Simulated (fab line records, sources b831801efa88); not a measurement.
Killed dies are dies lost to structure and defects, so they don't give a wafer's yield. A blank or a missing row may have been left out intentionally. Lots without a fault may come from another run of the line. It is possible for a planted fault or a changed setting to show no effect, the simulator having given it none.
fab line records :: flow sky130
[record]
  lots = 5
  wafers = 15
  last-day = 50
route steps=708 shown SONOS_TUNNEL@158 SONOS_ONO@168 PAD_OPEN@708
lots that met no fault: from a run of the same line without faults
start-h: the number of hours between the record's first day and the start of the first shown wafer of the lot :: wait-h: hours since the lot's step before :: " as in the row above :: L1.1+2: a row that stands for several wafers :: - no value, or no start given :: * or withheld: withheld :: < > ~ a bound
route shown NAME@n: names a module that has steps shown in the file, with the first one's number in the route :: usual: the fault-free wafers' mean and standard deviation :: same: alike in all rows :: chamber/n: place in a boat :: sites: per-site readings :: _std_site: the values' standard deviation :: _edge_site: mean of outer sites minus mean of inner sites :: radius-mm: how far each site lies from the wafer's centre :: mask NAME#n: copy n :: behind: the last tool/chamber to shape the wafer :: hold: why the lot went on hold/how many hours it stayed there/how the hold came to an end :: device: names the non-switching transistor (n, p or np) :: end of line: tests of these same wafers at the route's end :: for a step that has no rows: nothing shown but its recipe :: killed: the dies lost at the first sort to structure and to defects; this is not the yield of the wafer :: map: a wafer's dies, marking killed ones x, the rest . and places with no die _
set.NAME: setting as actually run; set.NAME@STEP: the setting as run at that earlier step :: model.NAME: the simulator's own value behind a step, which no gauge read
a table for each step, a row for each wafer; lots at some steps of the route
services: from which hour (start-h, from the record's first day; less than 0 if before it) a tool's chamber was out of use, for how many hours, and why
[[steps]]
[step SKY_SONOS_TUNNEL_EXPOSE_04]
[recipe]
  mask-id = TUNM
  na = 0.6
  source-shape = conventional
  sigma-outer = 0.6
  polarization = unpolarized
  target-cd-nm = 410
  dose-mj = 136
[step SKY_SONOS_TUNNEL_PEB_05]
[recipe]
  temp-c = withheld
  time-s = *
  resist = NOVOLAK
[step SKY_SONOS_TUNNEL_DEVELOP_06]
[recipe]
  resist = NOVOLAK
  developer = TMAH
  develop-time-s = 60
  dev-temp-c = 23
[step SKY_SONOS_TUNNEL_CD_MEAS_07]
[recipe]
  target-cd-nm = 410
[usual]
  cd-nm = 409.5/2.1
lot.wafer: L724.1
tool: cd-sem-01
chamber: -
start-h: 287.40
wait-h: 0.1
cd-nm: 409.2

lot.wafer: L724.2
tool: cd-sem-01
chamber: -
start-h: 287.40
wait-h: 0.1
cd-nm: 409.5

lot.wafer: L724.6
tool: cd-sem-01
chamber: -
start-h: 287.40
wait-h: 0.1
cd-nm: 412.4

lot.wafer: L725.1
tool: cd-sem-02
chamber: -
start-h: 291.60
wait-h: 0.1
cd-nm: 411.8

lot.wafer: L725.2
tool: cd-sem-02
chamber: -
start-h: 291.60
wait-h: 0.1
cd-nm: 410.4

lot.wafer: L725.4
tool: cd-sem-02
chamber: -
start-h: 291.60
wait-h: 0.1
cd-nm: 411.2

lot.wafer: L734.3
tool: cd-sem-02
chamber: -
start-h: 368.17
wait-h: 0.1
cd-nm: 409.1

lot.wafer: L734.4
tool: cd-sem-02
chamber: -
start-h: 368.17
wait-h: 0.1
cd-nm: 412.7

lot.wafer: L734.5
tool: cd-sem-02
chamber: -
start-h: 368.17
wait-h: 0.1
cd-nm: 410.7

lot.wafer: L743.3
tool: cd-sem-02
chamber: -
start-h: 436.65
wait-h: 0.1
cd-nm: 410.3

lot.wafer: L743.5
tool: cd-sem-02
chamber: -
start-h: 436.65
wait-h: 0.1
cd-nm: 412.1

lot.wafer: L743.6
tool: cd-sem-02
chamber: -
start-h: 436.65
wait-h: 0.1
cd-nm: 409.2

lot.wafer: L744.1
tool: cd-sem-01
chamber: -
start-h: 440.05
wait-h: 0.1
cd-nm: 407.8

lot.wafer: L744.4
tool: cd-sem-01
chamber: -
start-h: 440.05
wait-h: 0.1
cd-nm: 407.9

lot.wafer: L744.6
tool: cd-sem-01
chamber: -
start-h: 440.05
wait-h: 0.1
cd-nm: 410.2
[step SKY_SONOS_TUNNEL_OVL_MEAS_08]
[usual]
  SONOS_TUNNEL_OVL = 0.9/1.3
lot.wafer: L724.1
tool: overlay-01
chamber: -
start-h: 287.52
wait-h: 0.1
SONOS_TUNNEL_OVL[nm]: 2.5

lot.wafer: L724.2
tool: overlay-01
chamber: -
start-h: 287.52
wait-h: 0.1
SONOS_TUNNEL_OVL[nm]: 2.2

lot.wafer: L724.6
tool: overlay-01
chamber: -
start-h: 287.52
wait-h: 0.1
SONOS_TUNNEL_OVL[nm]: 1.7

lot.wafer: L725.1
tool: overlay-01
chamber: -
start-h: 291.72
wait-h: 0.1
SONOS_TUNNEL_OVL[nm]: 1.8

lot.wafer: L725.2
tool: overlay-01
chamber: -
start-h: 291.72
wait-h: 0.1
SONOS_TUNNEL_OVL[nm]: 2.4

lot.wafer: L725.4
tool: overlay-01
chamber: -
start-h: 291.72
wait-h: 0.1
SONOS_TUNNEL_OVL[nm]: 2.1

lot.wafer: L734.3
tool: overlay-02
chamber: -
start-h: 368.26
wait-h: 0.1
SONOS_TUNNEL_OVL[nm]: -0.5

lot.wafer: L734.4
tool: overlay-02
chamber: -
start-h: 368.26
wait-h: 0.1
SONOS_TUNNEL_OVL[nm]: -1.6

lot.wafer: L734.5
tool: overlay-02
chamber: -
start-h: 368.26
wait-h: 0.1
SONOS_TUNNEL_OVL[nm]: -1.4

lot.wafer: L743.3
tool: overlay-01
chamber: -
start-h: 436.74
wait-h: 0.1
SONOS_TUNNEL_OVL[nm]: 2.7

lot.wafer: L743.5
tool: overlay-01
chamber: -
start-h: 436.74
wait-h: 0.1
SONOS_TUNNEL_OVL[nm]: 4.3

lot.wafer: L743.6
tool: overlay-01
chamber: -
start-h: 436.74
wait-h: 0.1
SONOS_TUNNEL_OVL[nm]: 4.2

lot.wafer: L744.1
tool: overlay-01
chamber: -
start-h: 440.17
wait-h: 0.1
SONOS_TUNNEL_OVL[nm]: 1.7

lot.wafer: L744.4
tool: overlay-01
chamber: -
start-h: 440.17
wait-h: 0.1
SONOS_TUNNEL_OVL[nm]: 0.9

lot.wafer: L744.6
tool: overlay-01
chamber: -
start-h: 440.17
wait-h: 0.1
SONOS_TUNNEL_OVL[nm]: 1.4
[step SKY_SONOS_TUNNEL_IMPLANT_09]
[recipe]
  species = B
  energy-kev = 20
  dose-cm2 = 1e+12
  tilt-deg = withheld
[step SKY_SONOS_TUNNEL_WET_ETCH_10]
[recipe]
  chemistry = dHF
  target-depth-nm = 14
  target = SiO2
  dilution = 100:1
  temp-c = 25
  time-s = 280
[step SKY_SONOS_TUNNEL_STRIP_11]
[recipe]
  chemistry = SPM
  time-s = 600
  temp-c = 130
[step SKY_SONOS_TUNNEL_TW_MEAS_12]
[usual]
  SONOS_TUNNEL_TW = 197.2/2.1
lot.wafer: L724.1
tool: film-metro-03
chamber: -
start-h: 287.97
wait-h: 0.0
SONOS_TUNNEL_TW: 196.7

lot.wafer: L724.2
tool: film-metro-03
chamber: -
start-h: 287.97
wait-h: 0.0
SONOS_TUNNEL_TW: 195.9

lot.wafer: L724.6
tool: film-metro-03
chamber: -
start-h: 287.97
wait-h: 0.0
SONOS_TUNNEL_TW: 197.5

lot.wafer: L725.1
tool: film-metro-01
chamber: -
start-h: 292.18
wait-h: 0.0
SONOS_TUNNEL_TW: 193.7

lot.wafer: L725.2
tool: film-metro-01
chamber: -
start-h: 292.18
wait-h: 0.0
SONOS_TUNNEL_TW: 194.4

lot.wafer: L725.4
tool: film-metro-01
chamber: -
start-h: 292.18
wait-h: 0.0
SONOS_TUNNEL_TW: 194.4

lot.wafer: L734.3
tool: film-metro-03
chamber: -
start-h: 368.73
wait-h: 0.0
SONOS_TUNNEL_TW: 195.0

lot.wafer: L734.4
tool: film-metro-03
chamber: -
start-h: 368.73
wait-h: 0.0
SONOS_TUNNEL_TW: 197.2

lot.wafer: L734.5
tool: film-metro-03
chamber: -
start-h: 368.73
wait-h: 0.0
SONOS_TUNNEL_TW: 197.2

lot.wafer: L743.3
tool: film-metro-01
chamber: -
start-h: 437.22
wait-h: 0.0
SONOS_TUNNEL_TW: 197.5

lot.wafer: L743.5
tool: film-metro-01
chamber: -
start-h: 437.22
wait-h: 0.0
SONOS_TUNNEL_TW: 197.4

lot.wafer: L743.6
tool: film-metro-01
chamber: -
start-h: 437.22
wait-h: 0.0
SONOS_TUNNEL_TW: 197.6

lot.wafer: L744.1
tool: film-metro-01
chamber: -
start-h: 440.63
wait-h: 0.0
SONOS_TUNNEL_TW: 197.9

lot.wafer: L744.4
tool: film-metro-01
chamber: -
start-h: 440.63
wait-h: 0.0
SONOS_TUNNEL_TW: 199.3

lot.wafer: L744.6
tool: film-metro-01
chamber: -
start-h: 440.63
wait-h: 0.0
SONOS_TUNNEL_TW: 199.4
[step SKY_SONOS_TUNNEL_CLEAN_13]
[recipe]
  chemistry = dHF
  time-s = 20
  dilution = 100:1
  dry = ipa-marangoni
[step SKY_SONOS_ONO_OXIDATION_00]
[recipe]
  temp-c = 800
  ambient = O2
  idle-temp-c = 700
  ramp-up-c-per-min = 10
  ramp-down-c-per-min = 3
  stabilise-s = 600
  purge-s = 300
  target-thk-a = 26
  ox-time-s = 1249
[step SKY_SONOS_ONO_THK_MEAS_01]
[recipe]
  reads = SiO2_of_SONOS_ONO_OXIDATION_00
[usual]
  SONOS_ONO_OXIDATION_THK = 2.60/0.058
lot.wafer: L724.1
tool: film-metro-01
chamber: -
start-h: 289.39
wait-h: 0.0
SONOS_ONO_OXIDATION_THK[nm]: 2.62

lot.wafer: L724.2
tool: film-metro-01
chamber: -
start-h: 289.39
wait-h: 0.0
SONOS_ONO_OXIDATION_THK[nm]: 2.63

lot.wafer: L724.6
tool: film-metro-01
chamber: -
start-h: 289.39
wait-h: 0.0
SONOS_ONO_OXIDATION_THK[nm]: 2.60

lot.wafer: L725.1
tool: film-metro-02
chamber: -
start-h: 293.60
wait-h: 0.0
SONOS_ONO_OXIDATION_THK[nm]: 2.58

lot.wafer: L725.2
tool: film-metro-02
chamber: -
start-h: 293.60
wait-h: 0.0
SONOS_ONO_OXIDATION_THK[nm]: 2.58

lot.wafer: L725.4
tool: film-metro-02
chamber: -
start-h: 293.60
wait-h: 0.0
SONOS_ONO_OXIDATION_THK[nm]: 2.58

lot.wafer: L734.3
tool: film-metro-02
chamber: -
start-h: 371.83
wait-h: 0.0
SONOS_ONO_OXIDATION_THK[nm]: 2.67

lot.wafer: L734.4
tool: film-metro-02
chamber: -
start-h: 371.83
wait-h: 0.0
SONOS_ONO_OXIDATION_THK[nm]: 2.66

lot.wafer: L734.5
tool: film-metro-02
chamber: -
start-h: 371.83
wait-h: 0.0
SONOS_ONO_OXIDATION_THK[nm]: 2.71

lot.wafer: L743.3
tool: film-metro-01
chamber: -
start-h: 439.79
wait-h: 0.0
SONOS_ONO_OXIDATION_THK[nm]: 2.58

lot.wafer: L743.5
tool: film-metro-01
chamber: -
start-h: 439.79
wait-h: 0.0
SONOS_ONO_OXIDATION_THK[nm]: 2.61

lot.wafer: L743.6
tool: film-metro-01
chamber: -
start-h: 439.79
wait-h: 0.0
SONOS_ONO_OXIDATION_THK[nm]: 2.65

lot.wafer: L744.1
tool: film-metro-02
chamber: -
start-h: 442.05
wait-h: 0.0
SONOS_ONO_OXIDATION_THK[nm]: 2.63

lot.wafer: L744.4
tool: film-metro-02
chamber: -
start-h: 442.05
wait-h: 0.0
SONOS_ONO_OXIDATION_THK[nm]: 2.62

lot.wafer: L744.6
tool: film-metro-02
chamber: -
start-h: 442.05
wait-h: 0.0
SONOS_ONO_OXIDATION_THK[nm]: 2.54
[step SKY_SONOS_ONO_CVD_02]
[recipe]
  material = Si3N4
  precursor = DCS/NH3
  target-thk-nm = 10.5
  temp-c = 770
  time-s = 180
  pressure-mtorr = 250
[usual]
  pressure-mtorr = 249.9/0.44
  spike-tc-bottom-C = 785.7/2.3
  spike-tc-centre-C = 770.0/1.3
  spike-tc-lower-C = 771.2/1
  spike-tc-top-C = 782.8/1.9
  spike-tc-upper-C = 769.0/1.8
  susceptor-temp-C = 770.0/0.33
  zone-power-centre-pct = 14.02/0.16
  zone-power-upper-pct = 12.5/1.4
lot.wafer: L724.1
tool: lpcvd-02
chamber: 0
start-h: 289.84
wait-h: 0.4
pressure-mtorr: 249.2
spike-tc-bottom-C: 782.7
spike-tc-centre-C: 771.0
spike-tc-lower-C: 770.7
spike-tc-top-C: 784.0
spike-tc-upper-C: 766.7
susceptor-temp-C: 770.3
zone-power-centre-pct: 14.04
zone-power-upper-pct: 11.1
model.Si3N4_of_SONOS_ONO_CVD_02.thk-nm: 10.49

lot.wafer: L724.2
tool: lpcvd-02
chamber: 0
start-h: 289.84
wait-h: 0.4
pressure-mtorr: 249.2
spike-tc-bottom-C: 782.6
spike-tc-centre-C: 768.0
spike-tc-lower-C: 770.8
spike-tc-top-C: 785.0
spike-tc-upper-C: 768.8
susceptor-temp-C: 770.5
zone-power-centre-pct: 13.89
zone-power-upper-pct: 11.3
model.Si3N4_of_SONOS_ONO_CVD_02.thk-nm: 10.35

lot.wafer: L724.6
tool: lpcvd-02
chamber: 0
start-h: 289.84
wait-h: 0.4
pressure-mtorr: 250.6
spike-tc-bottom-C: 783.9
spike-tc-centre-C: 771.6
spike-tc-lower-C: 770.5
spike-tc-top-C: 785.3
spike-tc-upper-C: 767.1
susceptor-temp-C: 770.4
zone-power-centre-pct: 14.04
zone-power-upper-pct: 11.3
model.Si3N4_of_SONOS_ONO_CVD_02.thk-nm: 10.34

lot.wafer: L725.1
tool: lpcvd-02
chamber: 1
start-h: 293.66
wait-h: 0.1
pressure-mtorr: 249.2
spike-tc-bottom-C: 785.8
spike-tc-centre-C: 766.8
spike-tc-lower-C: 769.9
spike-tc-top-C: 781.8
spike-tc-upper-C: 770.5
susceptor-temp-C: 770.4
zone-power-centre-pct: 14.11
zone-power-upper-pct: 14.3
model.Si3N4_of_SONOS_ONO_CVD_02.thk-nm: 10.39

lot.wafer: L725.2
tool: lpcvd-02
chamber: 1
start-h: 293.66
wait-h: 0.1
pressure-mtorr: 249.2
spike-tc-bottom-C: 789.4
spike-tc-centre-C: 770.6
spike-tc-lower-C: 770.4
spike-tc-top-C: 781.3
spike-tc-upper-C: 770.3
susceptor-temp-C: 770.0
zone-power-centre-pct: 14.27
zone-power-upper-pct: 14.0
model.Si3N4_of_SONOS_ONO_CVD_02.thk-nm: 10.42

lot.wafer: L725.4
tool: lpcvd-02
chamber: 1
start-h: 293.66
wait-h: 0.1
pressure-mtorr: 249.0
spike-tc-bottom-C: 788.7
spike-tc-centre-C: 768.2
spike-tc-lower-C: 769.9
spike-tc-top-C: 779.2
spike-tc-upper-C: 770.8
susceptor-temp-C: 770.3
zone-power-centre-pct: 14.30
zone-power-upper-pct: 14.3
model.Si3N4_of_SONOS_ONO_CVD_02.thk-nm: 10.4

lot.wafer: L734.3
tool: lpcvd-02
chamber: 1
start-h: 371.87
wait-h: 0.0
pressure-mtorr: 250.2
spike-tc-bottom-C: 818.4
spike-tc-centre-C: 798.0
spike-tc-lower-C: 803.7
spike-tc-top-C: 811.7
spike-tc-upper-C: 800.9
susceptor-temp-C: 801.1
zone-power-centre-pct: 15.32
zone-power-upper-pct: 15.1
model.Si3N4_of_SONOS_ONO_CVD_02.thk-nm: 18.05

lot.wafer: L734.4
tool: lpcvd-02
chamber: 1
start-h: 371.87
wait-h: 0.0
pressure-mtorr: 250.5
spike-tc-bottom-C: 818.8
spike-tc-centre-C: 799.9
spike-tc-lower-C: 802.9
spike-tc-top-C: 811.6
spike-tc-upper-C: 802.4
susceptor-temp-C: 801.3
zone-power-centre-pct: 15.22
zone-power-upper-pct: 15.3
model.Si3N4_of_SONOS_ONO_CVD_02.thk-nm: 18.07

lot.wafer: L734.5
tool: lpcvd-02
chamber: 1
start-h: 371.87
wait-h: 0.0
pressure-mtorr: 250.6
spike-tc-bottom-C: 820.0
spike-tc-centre-C: 801.6
spike-tc-lower-C: 803.2
spike-tc-top-C: 812.1
spike-tc-upper-C: 803.4
susceptor-temp-C: 801.1
zone-power-centre-pct: 15.15
zone-power-upper-pct: 15.2
model.Si3N4_of_SONOS_ONO_CVD_02.thk-nm: 18.08

lot.wafer: L743.3
tool: lpcvd-02
chamber: 1
start-h: 439.83
wait-h: 0.0
pressure-mtorr: 250.9
spike-tc-bottom-C: 788.1
spike-tc-centre-C: 768.7
spike-tc-lower-C: 770.1
spike-tc-top-C: 779.5
spike-tc-upper-C: 770.4
susceptor-temp-C: 769.8
zone-power-centre-pct: 14.06
zone-power-upper-pct: 14.2
model.Si3N4_of_SONOS_ONO_CVD_02.thk-nm: 10.54

lot.wafer: L743.5
tool: lpcvd-02
chamber: 1
start-h: 439.83
wait-h: 0.0
pressure-mtorr: 250.5
spike-tc-bottom-C: 788.0
spike-tc-centre-C: 768.1
spike-tc-lower-C: 771.1
spike-tc-top-C: 779.8
spike-tc-upper-C: 771.9
susceptor-temp-C: 770.0
zone-power-centre-pct: 14.14
zone-power-upper-pct: 14.3
model.Si3N4_of_SONOS_ONO_CVD_02.thk-nm: 10.44

lot.wafer: L743.6
tool: lpcvd-02
chamber: 1
start-h: 439.83
wait-h: 0.0
pressure-mtorr: 250.8
spike-tc-bottom-C: 787.4
spike-tc-centre-C: 768.1
spike-tc-lower-C: 772.9
spike-tc-top-C: 781.3
spike-tc-upper-C: 769.9
susceptor-temp-C: 769.8
zone-power-centre-pct: 14.24
zone-power-upper-pct: 14.2
model.Si3N4_of_SONOS_ONO_CVD_02.thk-nm: 10.27

lot.wafer: L744.1
tool: lpcvd-02
chamber: 1
start-h: 443.07
wait-h: 1.0
pressure-mtorr: 250.1
spike-tc-bottom-C: 788.7
spike-tc-centre-C: 770.4
spike-tc-lower-C: 773.5
spike-tc-top-C: 780.6
spike-tc-upper-C: 770.8
susceptor-temp-C: 769.9
zone-power-centre-pct: 14.26
zone-power-upper-pct: 14.2
model.Si3N4_of_SONOS_ONO_CVD_02.thk-nm: 10.59

lot.wafer: L744.4
tool: lpcvd-02
chamber: 1
start-h: 443.07
wait-h: 1.0
pressure-mtorr: 250.0
spike-tc-bottom-C: 787.6
spike-tc-centre-C: 768.9
spike-tc-lower-C: 772.4
spike-tc-top-C: 779.7
spike-tc-upper-C: 770.5
susceptor-temp-C: 769.6
zone-power-centre-pct: 14.09
zone-power-upper-pct: 13.9
model.Si3N4_of_SONOS_ONO_CVD_02.thk-nm: 10.58

lot.wafer: L744.6
tool: lpcvd-02
chamber: 1
start-h: 443.07
wait-h: 1.0
pressure-mtorr: 249.7
spike-tc-bottom-C: 786.6
spike-tc-centre-C: 770.7
spike-tc-lower-C: 770.9
spike-tc-top-C: 780.9
spike-tc-upper-C: 770.4
susceptor-temp-C: 769.9
zone-power-centre-pct: 14.09
zone-power-upper-pct: 14.1
model.Si3N4_of_SONOS_ONO_CVD_02.thk-nm: 10.59
[step SKY_SONOS_ONO_THK_MEAS_03]
[recipe]
  reads = Si3N4_of_SONOS_ONO_CVD_02
[usual]
  SONOS_ONO_CVD_02_THK = 10.41/0.11
lot.wafer: L724.1
tool: film-metro-01
chamber: -
start-h: 290.89
wait-h: 0.0
SONOS_ONO_CVD_02_THK[nm]: 10.43

lot.wafer: L724.2
tool: film-metro-01
chamber: -
start-h: 290.89
wait-h: 0.0
SONOS_ONO_CVD_02_THK[nm]: 10.34

lot.wafer: L724.6
tool: film-metro-01
chamber: -
start-h: 290.89
wait-h: 0.0
SONOS_ONO_CVD_02_THK[nm]: 10.35

lot.wafer: L725.1
tool: film-metro-04
chamber: -
start-h: 294.71
wait-h: 0.0
SONOS_ONO_CVD_02_THK[nm]: 10.35

lot.wafer: L725.2
tool: film-metro-04
chamber: -
start-h: 294.71
wait-h: 0.0
SONOS_ONO_CVD_02_THK[nm]: 10.43

lot.wafer: L725.4
tool: film-metro-04
chamber: -
start-h: 294.71
wait-h: 0.0
SONOS_ONO_CVD_02_THK[nm]: 10.36

lot.wafer: L734.3
tool: film-metro-01
chamber: -
start-h: 372.94
wait-h: 0.0
SONOS_ONO_CVD_02_THK[nm]: 18.08

lot.wafer: L734.4
tool: film-metro-01
chamber: -
start-h: 372.94
wait-h: 0.0
SONOS_ONO_CVD_02_THK[nm]: 18.09

lot.wafer: L734.5
tool: film-metro-01
chamber: -
start-h: 372.94
wait-h: 0.0
SONOS_ONO_CVD_02_THK[nm]: 18.05

lot.wafer: L743.3
tool: film-metro-02
chamber: -
start-h: 440.90
wait-h: 0.0
SONOS_ONO_CVD_02_THK[nm]: 10.51

lot.wafer: L743.5
tool: film-metro-02
chamber: -
start-h: 440.90
wait-h: 0.0
SONOS_ONO_CVD_02_THK[nm]: 10.46

lot.wafer: L743.6
tool: film-metro-02
chamber: -
start-h: 440.90
wait-h: 0.0
SONOS_ONO_CVD_02_THK[nm]: 10.26

lot.wafer: L744.1
tool: film-metro-02
chamber: -
start-h: 444.12
wait-h: 0.0
SONOS_ONO_CVD_02_THK[nm]: 10.57

lot.wafer: L744.4
tool: film-metro-02
chamber: -
start-h: 444.12
wait-h: 0.0
SONOS_ONO_CVD_02_THK[nm]: 10.62

lot.wafer: L744.6
tool: film-metro-02
chamber: -
start-h: 444.12
wait-h: 0.0
SONOS_ONO_CVD_02_THK[nm]: 10.62
[step SKY_SONOS_ONO_CVD_04]
[recipe]
  material = SiO2
  precursor = SiH4/N2O
  target-thk-nm = 5.7199
  temp-c = 900
  pressure-mtorr = 400
[step SKY_PAD_OPEN_PROBE_99]
[usual]
  killed_at_M0_to_M3 = 44/6.3
  killed_at_M4_up = 3.1/1.8
  killed-at-contacts = 25/5.1
  killed-at-front-end = 15/4.1
  killed-at-other = 0.3/0.71
  killed-dies = 87/8.8
  killed-open = 47/6.8
  killed-short = 40/6.7
[same]
  gross-dies = 492
  killed-at-back-side = 0
lot.wafer: L725.1
tool: prober-02
chamber: -
start-h: 1110.34
wait-h: 0.1
killed_at_M0_to_M3: 41
killed_at_M4_up: 5
killed-at-contacts: 28
killed-at-front-end: 12
killed-at-other: 0
killed-dies: 86
killed-open: 41
killed-short: 45

lot.wafer: L725.2
tool: prober-02
chamber: -
start-h: 1110.39
wait-h: 0.1
killed_at_M0_to_M3: 55
killed_at_M4_up: 3
killed-at-contacts: 23
killed-at-front-end: 16
killed-at-other: 1
killed-dies: 98
killed-open: 55
killed-short: 43

lot.wafer: L725.4
tool: prober-02
chamber: -
start-h: 1110.49
wait-h: 0.2
killed_at_M0_to_M3: 52
killed_at_M4_up: 0
killed-at-contacts: 21
killed-at-front-end: 14
killed-at-other: 1
killed-dies: 88
killed-open: 50
killed-short: 38

lot.wafer: L734.4
tool: prober-01
chamber: -
start-h: 1163.13
wait-h: 0.2
killed_at_M0_to_M3: 42
killed_at_M4_up: 6
killed-at-contacts: 26
killed-at-front-end: 18
killed-at-other: 0
killed-dies: 92
killed-open: 53
killed-short: 39

lot.wafer: L734.5
tool: prober-01
chamber: -
start-h: 1163.18
wait-h: 0.2
killed_at_M0_to_M3: 44
killed_at_M4_up: 1
killed-at-contacts: 31
killed-at-front-end: 20
killed-at-other: 1
killed-dies: 97
killed-open: 52
killed-short: 45

lot.wafer: L743.3
tool: prober-02
chamber: -
start-h: 1201.63
wait-h: 0.2
killed_at_M0_to_M3: 44
killed_at_M4_up: 2
killed-at-contacts: 24
killed-at-front-end: 14
killed-at-other: 0
killed-dies: 84
killed-open: 45
killed-short: 39

lot.wafer: L743.5
tool: prober-02
chamber: -
start-h: 1201.73
wait-h: 0.2
killed_at_M0_to_M3: 46
killed_at_M4_up: 1
killed-at-contacts: 25
killed-at-front-end: 18
killed-at-other: 2
killed-dies: 92
killed-open: 58
killed-short: 34

lot.wafer: L743.6
tool: prober-02
chamber: -
start-h: 1201.78
wait-h: 0.2
killed_at_M0_to_M3: 48
killed_at_M4_up: 5
killed-at-contacts: 22
killed-at-front-end: 13
killed-at-other: 0
killed-dies: 88
killed-open: 52
killed-short: 36

lot.wafer: L744.1
tool: prober-01
chamber: -
start-h: 1202.74
wait-h: 0.1
killed_at_M0_to_M3: 46
killed_at_M4_up: 4
killed-at-contacts: 17
killed-at-front-end: 13
killed-at-other: 0
killed-dies: 80
killed-open: 43
killed-short: 37

lot.wafer: L744.4
tool: prober-01
chamber: -
start-h: 1202.89
wait-h: 0.2
killed_at_M0_to_M3: 40
killed_at_M4_up: 5
killed-at-contacts: 25
killed-at-front-end: 10
killed-at-other: 0
killed-dies: 80
killed-open: 41
killed-short: 39

lot.wafer: L744.6
tool: prober-01
chamber: -
start-h: 1202.99
wait-h: 0.2
killed_at_M0_to_M3: 49
killed_at_M4_up: 4
killed-at-contacts: 16
killed-at-front-end: 15
killed-at-other: 0
killed-dies: 84
killed-open: 47
killed-short: 37
// killed by level:class
L725.1 CONTACT:geometric-particle:open=11 VIA1:geometric-particle:open=11 METAL1:geometric-particle:short=6 LOCAL_INTERCONNECT:geometric-particle:short=5 VIA2:geometric-particle:open=5 CONTACT:geometric-particle:short=5 VIA1:geometric-particle:short=5 LI_CONTACT:geometric-particle:short=4
L725.2 VIA1:geometric-particle:open=16 CONTACT:geometric-particle:open=10 VIA3:geometric-particle:open=7 METAL2:geometric-particle:short=7 VIA1:geometric-particle:short=6 VIA2:geometric-particle:open=5 VIA2:geometric-particle:short=5 FIELD_ISO:geometric-particle:open=4
L725.4 VIA1:geometric-particle:open=16 LI_CONTACT:geometric-particle:open=11 VIA1:geometric-particle:short=11 VIA3:geometric-particle:open=6 FIELD_ISO:geometric-particle:short=5 CONTACT:geometric-particle:open=5 METAL2:geometric-particle:short=5 METAL1:geometric-particle:short=5
L734.4 CONTACT:geometric-particle:open=11 VIA3:geometric-particle:open=8 LI_CONTACT:geometric-particle:open=7 VIA2:geometric-particle:open=7 METAL1:geometric-particle:short=6 VIA1:geometric-particle:open=6 FIELD_ISO:geometric-particle:short=5 METAL2:geometric-particle:short=5
L734.5 LI_CONTACT:geometric-particle:open=14 VIA1:geometric-particle:open=12 FIELD_ISO:geometric-particle:short=7 CONTACT:geometric-particle:short=7 FIELD_ISO:geometric-particle:open=6 LOCAL_INTERCONNECT:geometric-particle:short=5 VIA1:geometric-particle:short=5 METAL2:geometric-particle:short=5
L743.3 VIA1:geometric-particle:open=11 CONTACT:geometric-particle:open=8 CONTACT:geometric-particle:short=6 VIA3:geometric-particle:open=6 VIA3:geometric-particle:short=5 METAL1:geometric-particle:short=5 LI_CONTACT:geometric-particle:open=4 VIA1:geometric-particle:short=4
L743.5 VIA1:geometric-particle:open=15 CONTACT:geometric-particle:open=10 LI_CONTACT:geometric-particle:open=9 FIELD_ISO:geometric-particle:open=6 FIELD_ISO:geometric-particle:short=5 VIA2:geometric-particle:open=5 VIA3:geometric-particle:open=5 CONTACT:geometric-particle:short=4
L743.6 VIA1:geometric-particle:open=15 VIA2:geometric-particle:open=7 CONTACT:geometric-particle:open=7 VIA3:geometric-particle:open=7 CONTACT:geometric-particle:short=6 POLY_GATE:geometric-particle:short=5 LI_CONTACT:geometric-particle:open=5 VIA1:geometric-particle:short=5
L744.1 VIA1:geometric-particle:open=10 CONTACT:geometric-particle:open=7 VIA3:geometric-particle:open=6 METAL1:geometric-particle:short=5 FIELD_ISO:geometric-particle:open=4 LI_CONTACT:geometric-particle:open=4 METAL2:geometric-particle:short=4 LOCAL_INTERCONNECT:geometric-particle:short=4
L744.4 VIA1:geometric-particle:open=10 CONTACT:geometric-particle:open=8 LI_CONTACT:geometric-particle:open=6 METAL3:geometric-particle:short=6 METAL1:geometric-particle:short=5 LOCAL_INTERCONNECT:geometric-particle:short=5 METAL4:geometric-particle:short=5 FIELD_ISO:geometric-particle:open=4
L744.6 VIA1:geometric-particle:open=14 VIA1:geometric-particle:short=8 VIA3:geometric-particle:open=8 METAL1:geometric-particle:short=7 POLY_GATE:geometric-particle:open=6 CONTACT:geometric-particle:open=5 VIA2:geometric-particle:open=4 POLY_GATE:geometric-particle:short=4
[[services]]
tool: lpcvd-02
chamber: -
start-h: 296.65
hours: 0.5
kind: repair
[[key]]
[first-sign]
  step = SKY_SONOS_ONO_CVD_02
  reading = susceptor-temp-C
  direction = up
  sigmas = 95
  usual = *
  struck = *
[effect]
  step = SKY_SONOS_ONO_CVD_02
  reading = spike-tc-lower-C
  direction = up
  sigmas = 32
  usual = 771.2
  struck = 803.3
[effect]
  step = SKY_SONOS_ONO_THK_MEAS_03
  reading = SONOS_ONO_CVD_02_THK
  direction = up
  sigmas = 71
  usual = 10.41
  struck = 18.07
[model-effect]
  step = SKY_SONOS_ONO_CVD_02
  value = Si3N4_of_SONOS_ONO_CVD_02.thk-nm
  without = 10.19
  struck = 18.07
met-at SKY_SONOS_ONO_CVD_02
struck-wafers L734.3,L734.4,L734.5
tester-left-out L734
onset-between 293.66 371.87
[fault]
  kind = process-parameter-drift
  tool = lpcvd-02
  chamber = 1
  onset-h = 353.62
  steps = SKY_SONOS_ONO_CVD_02
  channel = temp-c
  offset = *
  shape = step
  end-h = 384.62
  acts-in = *
  stated = *
// tester-left-out: of these lots the tester's yield and bins aren't shown, on N5 and GAA mostly nor the transistor test; their killed dies are dies lost to structure and defects alone, not to doping, threshold or leakage, so they don't give the yield
